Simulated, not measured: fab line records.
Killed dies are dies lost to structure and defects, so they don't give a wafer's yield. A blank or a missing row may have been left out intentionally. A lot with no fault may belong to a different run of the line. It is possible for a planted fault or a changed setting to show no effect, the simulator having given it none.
A struck lot beside a sound one || flow gf180mcu || 21 out of 602 route steps
Sound: wafers L252.1, L252.2, L252.6. Struck: wafers L272.1, L272.3 (left out: L272.5, a lot-mate that was not struck); the cause follows at the end.
At each step with rows: each side's tool, then ch and its chambers, then its first start. Under that, the readings that differ: sound wafers || struck wafers || difference of the means || sigmas: that difference in standard deviations of wafers without a fault.
alike: readings with means less than 2 such deviations apart, plus words and numbers identical on both sides. not compared: withheld readings, readings lacking a value on some wafer, bounds such as >300 that could conceal the same value, and numbers that have no deviation in the record and whose values overlap.
The two part at a step that has a row with sigmas, a row that says differs or no value, or rows on one side only. Numbers that don't overlap but have no deviation are shown without sigmas and don't part them. A reading missing from all wafers of one side parts the sides only when that side holds two or more wafers.

first, 2 steps without rows for these wafers: GF_M4_CLEAN_19 (cleans in DIW); GF_V4_CVD_00 (deposits SiO2, target thk 600 nm, time 100 s).
GF_V4_THK_MEAS_01:
  struck on film-metro-03, day 30 12:48; sound on film-metro-01, day 23 15:47
{"reading": "V4_CVD_00_THK (nm)", "sound": "608 599 604", "struck": "587 592", "difference": -14, "sigmas": -3}
GF_V4_CVD_02: deposits SiO2 from TEOS, target thk 850 nm, time 94.851 s.
  sound on pecvd-03 ch 0,1,2, day 23 15:51; struck on pecvd-04 ch 1,2, day 30 12:52
  alike: heater-power-w
GF_V4_THK_MEAS_03:
  struck on film-metro-01, day 30 12:56; sound on film-metro-03, day 23 15:55
  alike: V4_CVD_02_THK
GF_V4_CMP_04: polishes SiO2.
  sound on cmp-01 ch 2,3, day 23 15:59; struck on cmp-02 ch 1,2, day 30 12:59
{"reading": "motor-current-A (A)", "sound": "11.3 11.9 11.1", "struck": "13.2 13.4", "difference": "+1.9", "sigmas": "+2"}
  alike: time-to-endpoint-s
GF_V4_BOW_MEAS_05:
  struck on film-metro-02, day 30 13:17; sound on film-metro-02, day 23 16:17
  alike: V4_BOW
then, 5 steps without rows for these wafers: GF_V4_DEHYDRATE_06 (time 60 s); GF_V4_HMDS_07 (prime time 60 s); GF_V4_COAT_08; GF_V4_COAT_09 (resist thk 1000 nm); GF_V4_SOFTBAKE_10 (time 60 s).
GF_V4_EXPOSE_11: exposes mask Via4, target cd 260 nm.
  sound on krf-scanner-01 ch 0, day 24 03:48; struck on krf-scanner-01 ch 0, day 30 22:38
{"reading": "stage-vel-mm-s (mm/s)", "sound": "499.90 500.18 500.19", "struck": "499.63 499.44", "difference": -0.56, "sigmas": -2}
  alike: mask, focus-offset-nm
then, 2 steps without rows for these wafers: GF_V4_PEB_12 (peb time 86.53 s); GF_V4_DEVELOP_13 (develop time 60 s).
GF_V4_CD_MEAS_14 targets a cd of 260 nm.
  struck on cd-sem-02, day 31 07:28; sound on cd-sem-01, day 24 14:37
{"reading": "cd-nm (nm)", "sound": "260.5 259.1 260.2", "struck": "262.7 264.1", "difference": "+3.5", "sigmas": "+3"}
GF_V4_OVL_MEAS_15:
  struck on overlay-02, day 31 07:35; sound on overlay-02, day 24 14:44
  alike: V4_OVL
GF_V4_ETCH_16: etches BARC in N2/H2.
  sound on rie-diel-04 ch 0,1,2, day 24 14:46; struck on rie-diel-04 ch 1,2, day 31 07:37
{"reading": "model.V4.cd-nm (nm)", "sound": "260.7 259.1 260.3", "struck": "263.4 265.2", "difference": "+4.3", "sigmas": ""}
  alike: drypump-motor-current-A, oes-product-au, throttle-valve-pct
GF_V4_ETCH_17: etches SiO2 in C4F8/O2/Ar, stops on TiN, target depth 630 nm.
  sound on rie-diel-04 ch 0,1,2; struck on rie-diel-04 ch 1,2
{"reading": "model.V4.cd-nm (nm)", "sound": "261.1 259 260.9", "struck": "263.2 264.6", "difference": "+3.6", "sigmas": ""}
  alike: oes-product-au
GF_V4_STRIP_18: strips in O2/N2.
  sound on plasma-asher-03 ch 0,1, day 24 14:54; struck on plasma-asher-03 ch 1, day 31 07:45
  alike: drypump-motor-current-A, heater-power-w, oes-product-au
  not compared: rf-hours-counter-h
-- the record jumps here: 4 days lie between the struck wafers' starts before and after (it left off in module V4 and takes up again in module PASSIVATION, whose first step shown is number 602 of the route) --
GF_PASSIVATION_PROBE_99:
  only the struck wafers here have rows in the record (prober-02, day 35 00:28); the sound ones have none

## WHERE THEY PART
Earliest at GF_V4_THK_MEAS_01; latest, in this record, at GF_PASSIVATION_PROBE_99.

WHY: what the simulator had put in
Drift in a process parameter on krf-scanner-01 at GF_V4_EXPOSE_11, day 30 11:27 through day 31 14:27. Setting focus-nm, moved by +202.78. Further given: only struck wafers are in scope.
